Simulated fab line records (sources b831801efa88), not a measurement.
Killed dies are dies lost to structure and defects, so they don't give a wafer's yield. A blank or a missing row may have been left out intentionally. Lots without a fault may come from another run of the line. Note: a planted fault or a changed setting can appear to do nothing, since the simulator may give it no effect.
fab line records	flow sky130
[record] lots = 5	wafers = 23
route steps=708 shown SD_N@346 LI_CONTACT@364 LOCAL_INTERCONNECT@387
start-h: hours from the record's first day to the start of the lot's first wafer shown	wait-h: hours since the lot's step before	" repeats the value in the row above	L1.1+2: several wafers, shown together as one row	- either no value or no given start	* or withheld: withheld	< > ~ a bound
route shown NAME@n: NAME is a module with steps in the file, n the number in the route of the first one	usual: mean/standard deviation of fault-free wafers	same: alike in all rows	chamber/n: place in a boat	sites: the reading at each site	_std_site: standard deviation of those values	_edge_site: outer sites' mean less inner sites'	radius-mm: how far each site lies from the wafer's centre	mask NAME#n: copy n	behind: the tool/chamber that last shaped the wafer	hold: cause of the lot's hold/its duration in hours/its outcome	device: which transistor (n, p or np) failed to switch	end of line: at the end of the route, the tests of the same wafers	step lacking rows: just its recipe	killed: the dies lost at the first sort to structure and to defects; this is not the yield of the wafer	map: a wafer's dies, x killed, . not, _ none there
set.NAME: the run value of the setting; set.NAME@STEP: its run value at that earlier step	model.NAME: the simulator's own value behind a step, which no gauge read
lots where settings were altered on purpose, with a table for each step and a row for each wafer
[[steps]]
[step SKY_SD_N_EXPOSE_04]
[recipe] mask-id = NSDM	na = 0.6	source-shape = conventional	sigma-outer = 0.6	polarization = unpolarized	target-cd-nm = 380	dose-mj = 141
lot.wafer	tool	chamber	start-h	wait-h	mask	set.dose-mj
L074.1+4+6	iline-stepper-01	0	-	-	NSDM#0	141
L074.2+3	"	0	"	"	NSDM#0	131.6
L077.1+2+4+5+6	iline-stepper-02	0	-	-	NSDM#0	141
L081.1+5	iline-stepper-01	0	-	-	NSDM#0	138
L081.2+3+4	"	0	"	"	NSDM#0	141
L084.2+3+4	iline-stepper-02	0	-	-	NSDM#0	141
L084.5+6	"	0	"	"	NSDM#0	136.2
L085.1+3+6	iline-stepper-01	0	-	-	NSDM#0	141
[step SKY_SD_N_PEB_05]
[recipe] temp-c = withheld	time-s = *	resist = NOVOLAK
[step SKY_SD_N_DEVELOP_06]
[recipe] resist = NOVOLAK	developer = TMAH	develop-time-s = 60	dev-temp-c = 23
[step SKY_SD_N_CD_MEAS_07]
[recipe] target-cd-nm = 380
[usual] cd-nm = 381/3.2
lot.wafer	tool	chamber	start-h	wait-h	set.dose-mj@SD_N_EXPOSE_04	cd-nm
L074.1	cd-sem-01	-	727.21	0.1	141	379
L074.2	"	-	"	"	131.6	363
L074.3	"	-	"	"	131.6	362
L074.4	"	-	"	"	141	381
L074.6	"	-	"	"	141	382
L077.1	cd-sem-01	-	729.70	0.2	141	381
L077.2	"	-	"	"	141	380
L077.4	"	-	"	"	141	382
L077.5	"	-	"	"	141	380
L077.6	"	-	"	"	141	379
L081.1	cd-sem-01	-	730.21	0.1	138	380
L081.2	"	-	"	"	141	386
L081.3	"	-	"	"	141	385
L081.4	"	-	"	"	141	385
L081.5	"	-	"	"	138	380
L084.2	cd-sem-02	-	806.45	0.1	141	380
L084.3	"	-	"	"	141	380
L084.4	"	-	"	"	141	377
L084.5	"	-	"	"	136.2	370
L084.6	"	-	"	"	136.2	369
L085.1	cd-sem-01	-	807.11	0.1	141	389
L085.3	"	-	"	"	141	388
L085.6	"	-	"	"	141	390
[step SKY_SD_N_IMPLANT_09]
[recipe] species = As	energy-kev = 50	dose-cm2 = 4e+15	tilt-deg = 0
lot.wafer	tool	chamber	start-h	wait-h	set.energy-kev	model.implant.rp-nm	model.implant.drp-nm
L074.1+3+4	implanter-03	0	727.36	0.0	48.31	31.9	13.75
L074.2+6	"	0	"	"	50	32.81	14.11
L077.1+2	implanter-03	0	729.85	0.0	52.7	33.46	14.68
L077.4+5+6	"	0	"	"	50	32.06	14.11
L081.1+4	implanter-02	0	730.36	0.0	50	33.95	14.11
L081.2+3+5	"	0	"	"	51.86	34.98	14.5
L084.2+5	implanter-02	0	806.61	0.0	52.44	33.09	14.62
L084.3+4+6	"	0	"	"	50	31.83	14.11
L085.1+3+6	implanter-03	0	807.26	0.0	50	32.84	14.11
[step SKY_SD_N_IMPLANT_10]
[recipe] species = P	energy-kev = 20	dose-cm2 = 1e+14	tilt-deg = 0
[step SKY_SD_N_STRIP_11]
[recipe] chemistry = O2/N2	power-w = 1400	pressure-mtorr = 1500	platen-temp-c = withheld	o2-flow-sccm = 3000	n2-flow-sccm = 300	overash-fraction = 0.5
[usual] strip-time-to-endpoint-s = 22.55/0.047
lot.wafer	tool	chamber	start-h	wait-h	set.energy-kev@SD_N_IMPLANT_09	strip-time-to-endpoint-s
L074.1	plasma-asher-01	1	727.66	0.1	48.31	22.34
L074.2	"	0	"	"	50	22.60
L074.3	"	1	"	"	48.31	22.35
L074.4	"	0	"	"	48.31	22.28
L074.6	"	1	"	"	50	22.55
L077.1	plasma-asher-03	1	730.15	0.1	52.7	22.95
L077.2	"	0	"	"	52.7	22.98
L077.4	"	1	"	"	50	22.50
L077.5	"	1	"	"	50	22.51
L077.6	"	0	"	"	50	22.48
L081.1	plasma-asher-01	0	730.66	0.1	50	22.54
L081.2	"	1	"	"	51.86	22.86
L081.3	"	1	"	"	51.86	22.86
L081.4	"	0	"	"	50	22.57
L081.5	"	0	"	"	51.86	22.86
L084.2	plasma-asher-03	0	806.88	0.1	52.44	22.87
L084.3	"	1	"	"	50	22.56
L084.4	"	0	"	"	50	22.55
L084.5	"	1	"	"	52.44	22.92
L084.6	"	0	"	"	50	22.52
L085.1	plasma-asher-01	0	807.56	0.1	50	22.54
L085.3	"	0	"	"	50	22.57
L085.6	"	0	"	"	50	22.54
[step SKY_SD_N_CLEAN_13]
[recipe] chemistry = SC1/SC2	mix = 1:4:20	temp-c = 70	time-s = 150	dry = n2-spin
[step SKY_SD_N_RTA_14]
[recipe] temp-c = 1075	time-s = 2	idle-temp-c = 650	ramp-up-c-per-s = 150	ramp-down-c-per-s = 90	ambient = N2
[step SKY_SD_N_RS_MEAS_16]
[recipe] thk-meas-gauge = four-point-probe
[usual] SD_N_RS = 68.45/0.12
lot.wafer	tool	chamber	start-h	wait-h	set.energy-kev@SD_N_IMPLANT_09	SD_N_RS[ohm/sq]
L074.1	film-metro-03	-	728.04	0.1	48.31	69.88
L074.2	"	-	"	"	50	68.58
L074.3	"	-	"	"	48.31	69.91
L074.4	"	-	"	"	48.31	69.73
L074.6	"	-	"	"	50	68.52
L077.1	film-metro-01	-	730.53	0.1	52.7	66.72
L077.2	"	-	"	"	52.7	66.53
L077.4	"	-	"	"	50	68.33
L077.5	"	-	"	"	50	68.34
L077.6	"	-	"	"	50	68.38
L081.1	film-metro-03	-	731.04	0.1	50	68.49
L081.2	"	-	"	"	51.86	67.18
L081.3	"	-	"	"	51.86	67.06
L081.4	"	-	"	"	50	68.56
L081.5	"	-	"	"	51.86	67.09
L084.2	film-metro-01	-	807.29	0.1	52.44	66.76
L084.3	"	-	"	"	50	68.56
L084.4	"	-	"	"	50	68.44
L084.5	"	-	"	"	52.44	66.80
L084.6	"	-	"	"	50	68.59
L085.1	film-metro-01	-	807.94	0.1	50	68.12
L085.3	"	-	"	"	50	68.31
L085.6	"	-	"	"	50	68.28
[step SKY_LI_CONTACT_CMP_02]
[recipe] material = PSG	down-force-psi = 4	platen-rpm = 60	pad-velocity-m-s = 0.94248
lot.wafer	tool	chamber	start-h	wait-h	set.leave-above-ref-nm	model.PSG_of_LI_CONTACT_HDPCVD_00.thk-nm
L074.1	cmp-02	1	728.58	0.1	597.2	596
L074.2	"	2	"	"	597.2	597.2
L074.4	"	3	"	"	597.2	598.2
L074.3	"	0	"	"	597.2	597.9
L074.6	"	1	"	"	597.2	595.6
L077.1	cmp-02	0	731.12	0.1	597.2	597.4
L077.2	"	1	"	"	597.2	597.5
L077.4	"	2	"	"	555.2	555.4
L077.5	"	3	"	"	597.2	597.3
L077.6	"	0	"	"	555.2	556.2
L081.2	cmp-02	2	731.58	0.0	570	569.9
L081.4	"	3	"	"	597.2	598.6
L081.3	"	0	"	"	570	571.3
L081.1	"	1	"	"	570	569.7
L081.5	"	3	"	"	597.2	598.7
L084.2	cmp-01	1	807.81	0.0	616.2	616.7
L084.3	"	2	"	"	616.2	616.1
L084.4	"	0	"	"	597.2	596.3
L084.6	"	1	"	"	616.2	617.3
L084.5	"	2	"	"	597.2	597
L085.1	cmp-02	0	808.48	0.1	597.2	595.3
L085.3	"	3	"	"	597.2	596.4
L085.6	"	1	"	"	597.2	594.6
[step SKY_LI_CONTACT_COAT_07]
[recipe] resist = KrF-thick	spin-rpm = 3000	resist-thk-nm = 450
lot.wafer	tool	chamber	start-h	wait-h	set.resist-thk-nm	model.KrF-thick_of_LI_CONTACT_COAT_07.thk-nm
L074.1	litho-track-02	0	-	-	450	449
L074.2	"	0	"	"	450	449.7
L074.3	"	0	"	"	450	449.1
L074.4	"	0	"	"	450	449.2
L074.6	"	0	"	"	450	450.2
L077.1	litho-track-04	0	-	-	450	449.8
L077.2	"	0	"	"	468.7	469
L077.4	"	0	"	"	468.7	469.5
L077.5	"	0	"	"	450	448.5
L077.6	"	0	"	"	468.7	467.2
L081.1	litho-track-02	0	-	-	457.6	459.2
L081.2	"	0	"	"	450	451.1
L081.3	"	0	"	"	450	450.5
L081.4	"	0	"	"	457.6	457.9
L081.5	"	0	"	"	457.6	458.4
L084.2	litho-track-03	0	-	-	450	450.8
L084.3+6	"	0	"	"	450	451.2
L084.4	"	0	"	"	450	452.7
L084.5	"	0	"	"	450	450.2
L085.1	litho-track-03	0	-	-	450	451.9
L085.3	"	0	"	"	450	451.6
L085.6	"	0	"	"	450	452.1
[step SKY_LI_CONTACT_SOFTBAKE_08]
[recipe] temp-c = 100.3	time-s = 90	resist = KrF-thick
[step SKY_LI_CONTACT_EXPOSE_09]
[recipe] mask-id = LICM1	na = 0.8	source-shape = annular	sigma-inner = 0.55	sigma-outer = 0.85	target-cd-nm = 170	dose-mj = 38
[step SKY_LI_CONTACT_ETCH_14]
[recipe] chemistry = N2/H2	target = BARC	ion-energy-ev = 200	source-w = 500	bias-w = 100	pressure-mtorr = 30	n2-flow-sccm = 100	h2-flow-sccm = 200	stop-on = SiO2	time-s = 45.9	target-depth-a = 600
[step SKY_LI_CONTACT_ETCH_15]
[recipe] target = PSG	chemistry = C4F8/O2/Ar	stop-on = Si	taper-deg = 4.15	mask-material = KrF-thick	source-w = 1500	bias-w = 1200	pressure-mtorr = 40	c4f8-flow-sccm = withheld	O2_flow_sccm = 6	Ar_flow_sccm = 300	time-s = withheld	target-depth-a = 6000
[usual] oes-product-au = 0.837/0.0043
lot.wafer	tool	chamber	start-h	wait-h	set.leave-above-ref-nm@LI_CONTACT_CMP_02	set.resist-thk-nm@LI_CONTACT_COAT_07	oes-product-au	model.LI_CONTACT.feature-depth-nm	model.KrF-thick_of_LI_CONTACT_COAT_07.thk-nm
L074.1	rie-diel-03	3	756.78	0.0	597.2	450	0.833	596	227.5
L074.2	"	1	"	"	597.2	450	0.840	597.2	229.4
L074.3	"	2	"	"	597.2	450	0.830	597.9	224
L074.4	"	0	"	"	597.2	450	0.841	598.2	227.6
L074.6	"	2	"	"	597.2	450	0.839	595.6	227.5
L077.1	rie-diel-04	0	759.57	0.0	597.2	450	0.839	597.4	226
L077.2	"	2	"	"	597.2	468.7	0.840	597.5	248.5
L077.4	"	1	"	"	555.2	468.7	0.805	555.4	248.7
L077.5	"	2	"	"	597.2	450	0.841	597.3	226.7
L077.6	"	0	"	"	555.2	468.7	0.805	556.2	245.8
L081.1	rie-diel-03	3	760.15	0.0	570	457.6	0.819	569.7	237
L081.2	"	0	"	"	570	450	0.822	569.9	231.5
L081.3	"	2	"	"	570	450	0.819	571.3	229.3
L081.4	"	1	"	"	597.2	457.6	0.838	598.6	238.4
L081.5	"	2	"	"	597.2	457.6	0.837	598.7	235.6
L084.2	rie-diel-01	3	834.35	0.0	616.2	450	0.856	616.7	234.1
L084.3	"	1	"	"	616.2	450	0.853	616.1	227.1
L084.4	"	0	"	"	597.2	450	0.836	596.3	229.4
L084.5	"	3	"	"	597.2	450	0.839	597	233.2
L084.6	"	0	"	"	616.2	450	0.860	617.3	227.6
L085.1	rie-diel-04	1	835.04	0.0	597.2	450	0.841	595.3	233.6
L085.3	"	0	"	"	597.2	450	0.848	596.4	229.8
L085.6	"	1	"	"	597.2	450	0.833	594.6	232.8
[step SKY_LI_CONTACT_STRIP_16]
[recipe] chemistry = O2/N2	power-w = 1400	pressure-mtorr = 1500	platen-temp-c = withheld	o2-flow-sccm = 3000	n2-flow-sccm = 300	overash-fraction = 0.5
[usual] strip-time-to-endpoint-s = 3.482/0.024
lot.wafer	tool	chamber	start-h	wait-h	set.resist-thk-nm@LI_CONTACT_COAT_07	strip-time-to-endpoint-s
L074.1	plasma-asher-01	0	756.87	-	450	3.454
L074.2	"	1	"	"	450	3.484
L074.3	"	0	"	"	450	3.424
L074.4	"	1	"	"	450	3.457
L074.6	"	0	"	"	450	3.448
L077.1	plasma-asher-01	0	759.66	-	450	3.435
L077.2	"	1	"	"	468.7	3.671
L077.4	"	1	"	"	468.7	3.677
L077.5	"	0	"	"	450	3.432
L077.6	"	1	"	"	468.7	3.655
L081.1	plasma-asher-01	0	760.24	-	457.6	3.557
L081.2	"	1	"	"	450	3.504
L081.3	"	1	"	"	450	3.477
L081.4	"	0	"	"	457.6	3.565
L081.5	"	0	"	"	457.6	3.531
L084.2	plasma-asher-03	1	834.44	-	450	3.530
L084.3	"	1	"	"	450	3.461
L084.4	"	0	"	"	450	3.488
L084.5	"	0	"	"	450	3.510
L084.6	"	1	"	"	450	3.457
L085.1	plasma-asher-02	1	835.12	-	450	3.513
L085.3	"	1	"	"	450	3.472
L085.6	"	0	"	"	450	3.501
[step SKY_LI_CONTACT_SPUTTER_20]
[recipe] material = TiN	target-thk-nm = 20	chamber-pressure-pa = 5	power-w = 4000	time-s = 80
lot.wafer	tool	chamber	start-h	wait-h	set.chamber-pressure-pa	model.TiN_of_LI_CONTACT_SPUTTER_20.thk-nm
L074.1+3	pvd-sputter-01	-	757.26	0.0	5.415	18.43
L074.2	"	-	"	"	5.415	18.49
L074.4	"	-	"	"	5.415	18.36
L074.6	"	-	"	"	5.415	18.53
L077.1	pvd-sputter-03	-	760.05	0.0	4.646	21.48
L077.2	"	-	"	"	4.646	20.95
L077.4	"	-	"	"	4.646	21.05
L077.5	"	-	"	"	4.646	21.33
L077.6	"	-	"	"	4.646	21.43
L081.1	pvd-sputter-02	-	760.63	0.0	5.233	19.02
L081.2	"	-	"	"	5.233	19.1
L081.3	"	-	"	"	5.233	18.92
L081.4	"	-	"	"	5.233	18.97
L081.5	"	-	"	"	5.233	19.04
L084.2	pvd-sputter-01	-	834.84	0.0	4.437	21.97
L084.3	"	-	"	"	4.437	22.01
L084.4	"	-	"	"	4.437	21.93
L084.5	"	-	"	"	4.437	21.96
L084.6	"	-	"	"	4.437	22.07
L085.1	pvd-sputter-02	-	835.51	0.0	5	20.09
L085.3	"	-	"	"	5	19.93
L085.6	"	-	"	"	5	19.98
[step SKY_LOCAL_INTERCONNECT_SPUTTER_00]
[recipe] material = TiN	target-thk-nm = 100	temp-c = 300	power-w = 6500	time-s = 83.3	chamber-pressure-pa = 0.4
lot.wafer	tool	chamber	start-h	wait-h	set.time-s	model.TiN_of_LOCAL_INTERCONNECT_SPUTTER_00.thk-nm
L074.1	pvd-sputter-03	-	757.92	0.1	72.56	84.08
L074.2	"	-	"	"	83.3	97.36
L074.3	"	-	"	"	72.56	84.73
L074.4	"	-	"	"	83.3	98.37
L074.6	"	-	"	"	72.56	85.51
L077.1	pvd-sputter-04	-	760.71	0.1	83.3	102
L077.2	"	-	"	"	70.87	87.11
L077.4	"	-	"	"	70.87	86.11
L077.5	"	-	"	"	83.3	102.4
L077.6	"	-	"	"	83.3	101.6
L081.1	pvd-sputter-02	-	761.29	0.1	83.3	100.8
L081.2	"	-	"	"	83.3	102.2
L081.3	"	-	"	"	79.9	96.82
L081.4	"	-	"	"	79.9	96.56
L081.5	"	-	"	"	79.9	96.36
L084.2	pvd-sputter-04	-	835.63	0.1	83.3	100.7
L084.3	"	-	"	"	89.54	109.7
L084.4	"	-	"	"	83.3	102.2
L084.5	"	-	"	"	89.54	108.4
L084.6	"	-	"	"	89.54	109.6
L085.1	pvd-sputter-02	-	836.17	0.2	83.3	100.7
L085.3	"	-	"	"	83.3	99.82
L085.6	"	-	"	"	83.3	100.2
[step SKY_LOCAL_INTERCONNECT_RS_MEAS_01]
[recipe] thk-meas-gauge = four-point-probe	reads = TiN_of_LOCAL_INTERCONNECT_SPUTTER_00
[usual] LOCAL_INTERCONNECT_TIN_RS = 14.11/0.2
lot.wafer	tool	chamber	start-h	wait-h	set.time-s@LOCAL_INTERCONNECT_SPUTTER_00	LOCAL_INTERCONNECT_TIN_RS[ohm/sq]
L074.1	film-metro-02	-	757.99	0.0	72.56	17.01
L074.2	"	-	"	"	83.3	14.54
L074.3	"	-	"	"	72.56	16.82
L074.4	"	-	"	"	83.3	14.40
L074.6	"	-	"	"	72.56	16.67
L077.1	film-metro-02	-	760.77	0.0	83.3	13.86
L077.2	"	-	"	"	70.87	16.34
L077.4	"	-	"	"	70.87	16.54
L077.5	"	-	"	"	83.3	13.79
L077.6	"	-	"	"	83.3	13.93
L081.1	film-metro-02	-	761.35	0.0	83.3	14.03
L081.2	"	-	"	"	83.3	13.82
L081.3	"	-	"	"	79.9	14.63
L081.4	"	-	"	"	79.9	14.66
L081.5	"	-	"	"	79.9	14.71
L084.2	film-metro-02	-	835.89	0.2	83.3	14.08
L084.3	"	-	"	"	89.54	12.84
L084.4	"	-	"	"	83.3	13.82
L084.5	"	-	"	"	89.54	13.03
L084.6	"	-	"	"	89.54	12.90
L085.1	film-metro-02	-	836.24	0.0	83.3	14.05
L085.3	"	-	"	"	83.3	14.18
L085.6	"	-	"	"	83.3	14.15
[step SKY_LOCAL_INTERCONNECT_THK_MEAS_02]
[recipe] thk-meas-gauge = xrf	reads = TiN_of_LOCAL_INTERCONNECT_SPUTTER_00
[usual] LOCAL_INTERCONNECT_TIN_THK = 100.4/1.4
lot.wafer	tool	chamber	start-h	wait-h	set.time-s@LOCAL_INTERCONNECT_SPUTTER_00	LOCAL_INTERCONNECT_TIN_THK[nm]
L074.1	film-metro-02	-	758.11	0.1	72.56	84.5
L074.2	"	-	"	"	83.3	97.5
L074.3	"	-	"	"	72.56	84.8
L074.4	"	-	"	"	83.3	98.8
L074.6	"	-	"	"	72.56	85.8
L077.1	film-metro-02	-	760.89	0.1	83.3	101.9
L077.2	"	-	"	"	70.87	87.7
L077.4	"	-	"	"	70.87	86.2
L077.5	"	-	"	"	83.3	102.7
L077.6	"	-	"	"	83.3	102.0
L081.1	film-metro-02	-	761.47	0.1	83.3	101.2
L081.2	"	-	"	"	83.3	102.7
L081.3	"	-	"	"	79.9	97.1
L081.4	"	-	"	"	79.9	97.1
L081.5	"	-	"	"	79.9	96.9
L084.2	film-metro-02	-	836.00	0.1	83.3	100.7
L084.3	"	-	"	"	89.54	110.1
L084.4	"	-	"	"	83.3	102.1
L084.5	"	-	"	"	89.54	108.5
L084.6	"	-	"	"	89.54	109.5
L085.1	film-metro-02	-	836.36	0.1	83.3	101.0
L085.3	"	-	"	"	83.3	100.0
L085.6	"	-	"	"	83.3	100.4
[step SKY_LOCAL_INTERCONNECT_ETCH_13]
[recipe] chemistry = N2/H2	target = BARC	ion-energy-ev = 200	bias-w = 100	pressure-mtorr = 30	n2-flow-sccm = 100	h2-flow-sccm = 200	icp-w = 500	stop-on = SiO2	time-s = 45.9	target-depth-a = 600
lot.wafer	tool	chamber	start-h	wait-h	set.pressure-mtorr
L074.1+2+3+4+6	rie-metal-04	0,1,0,1,1	783.74	0.0	30
L077.1+2+4+5+6	rie-metal-01	0,1,0,1,0	786.79	0.0	30
L081.1+2+3+4+5	rie-metal-04	0,1,1,0,0	787.25	0.0	30
L084.2+3+4+5+6	rie-metal-01	0,0,1,0,1	860.34	0.0	26.73
L085.1+3+6	rie-metal-02	1	860.69	0.0	30
[step SKY_LOCAL_INTERCONNECT_METAL_ETCH_14]
[recipe] target-depth-nm = 110	stop-on = PSG	chemistry = Cl2/BCl3	target = TiN	resist-sidewall-deg = 88	pressure-mtorr = 10	icp-w = 900	bias-w = 48.5	Cl2_flow_sccm = 60	bcl3-flow-sccm = 30	time-s = 31.4
[usual] oes-product-au = 0.942/0.0086
lot.wafer	tool	chamber	start-h	wait-h	set.time-s@LOCAL_INTERCONNECT_SPUTTER_00	oes-product-au
L074.1	rie-metal-04	0	783.81	0.0	72.56	0.862
L074.2	"	1	"	"	83.3	0.930
L074.3	"	0	"	"	72.56	0.848
L074.4	"	1	"	"	83.3	0.928
L074.6	"	1	"	"	72.56	0.856
L077.1	rie-metal-01	0	786.86	0.0	83.3	0.957
L077.2	"	1	"	"	70.87	0.859
L077.4	"	0	"	"	70.87	0.864
L077.5	"	1	"	"	83.3	0.955
L077.6	"	0	"	"	83.3	0.957
L081.1	rie-metal-04	0	787.31	0.0	83.3	0.938
L081.2	"	1	"	"	83.3	0.955
L081.3	"	1	"	"	79.9	0.918
L081.4	"	0	"	"	79.9	0.920
L081.5	"	0	"	"	79.9	0.915
L084.2	rie-metal-01	0	860.41	0.0	83.3	0.943
L084.3	"	0	"	"	89.54	0.978
L084.4	"	1	"	"	83.3	0.960
L084.5	"	0	"	"	89.54	0.986
L084.6	"	1	"	"	89.54	0.995
L085.1	rie-metal-02	1	860.76	0.0	83.3	0.943
L085.3	"	1	"	"	83.3	0.938
L085.6	"	1	"	"	83.3	0.952
[[key]]
[split] step = SKY_SD_N_EXPOSE_04	setting = dose-mj	stated = 141	by = wafer
[response] step = SKY_SD_N_CD_MEAS_07	reading = cd-nm	change = +2.78	per = 1%	r = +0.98
[split] step = SKY_SD_N_IMPLANT_09	setting = energy-kev	stated = 50	by = wafer
[response] step = SKY_SD_N_IMPLANT_09	reading = model.implant.rp-nm	change = +0.263	per = 1%	r = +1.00
[response] step = SKY_SD_N_IMPLANT_09	reading = model.implant.drp-nm	change = +0.106	per = 1%	r = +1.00
[response] step = SKY_SD_N_STRIP_11	reading = strip-time-to-endpoint-s	change = *	per = 1%	r = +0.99
[response] step = SKY_SD_N_RS_MEAS_16	reading = SD_N_RS	change = -0.352	per = 1%	r = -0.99
[split] step = SKY_LI_CONTACT_CMP_02	setting = leave-above-ref-nm	stated = 597.2	by = wafer
[response] step = SKY_LI_CONTACT_CMP_02	reading = model.PSG_of_LI_CONTACT_HDPCVD_00.thk-nm	change = +6.04	per = 1%	r = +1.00
[response] step = SKY_LI_CONTACT_ETCH_15	reading = oes-product-au	change = +0.00482	per = 1%	r = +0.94
[response] step = SKY_LI_CONTACT_ETCH_15	reading = model.LI_CONTACT.feature-depth-nm	change = +6.04	per = 1%	r = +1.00
[split] step = SKY_LI_CONTACT_COAT_07	setting = resist-thk-nm	stated = 450	by = wafer
[response] step = SKY_LI_CONTACT_COAT_07	reading = model.KrF-thick_of_LI_CONTACT_COAT_07.thk-nm	change = +4.67	per = 1%	r = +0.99
[response] step = SKY_LI_CONTACT_ETCH_15	reading = model.KrF-thick_of_LI_CONTACT_COAT_07.thk-nm	change = +4.96	per = 1%	r = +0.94
[response] step = SKY_LI_CONTACT_STRIP_16	reading = strip-time-to-endpoint-s	change = *	per = 1%	r = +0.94
[split] step = SKY_LI_CONTACT_SPUTTER_20	setting = chamber-pressure-pa	stated = 5	by = lot
[response] step = SKY_LI_CONTACT_SPUTTER_20	reading = model.TiN_of_LI_CONTACT_SPUTTER_20.thk-nm	change = -0.183	per = 1%	r = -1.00
[split] step = SKY_LOCAL_INTERCONNECT_SPUTTER_00	setting = time-s	stated = 83.3	by = wafer
[response] step = SKY_LOCAL_INTERCONNECT_SPUTTER_00	reading = model.TiN_of_LOCAL_INTERCONNECT_SPUTTER_00.thk-nm	change = +1.03	per = 1%	r = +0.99
[response] step = SKY_LOCAL_INTERCONNECT_RS_MEAS_01	reading = LOCAL_INTERCONNECT_TIN_RS	change = -0.173	per = 1%	r = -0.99
[response] step = SKY_LOCAL_INTERCONNECT_THK_MEAS_02	reading = LOCAL_INTERCONNECT_TIN_THK	change = +1.03	per = 1%	r = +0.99
[response] step = SKY_LOCAL_INTERCONNECT_METAL_ETCH_14	reading = oes-product-au	change = +0.00594	per = 1%	r = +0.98
[split] step = SKY_LOCAL_INTERCONNECT_ETCH_13	setting = pressure-mtorr	stated = 30	by = lot
response none clear
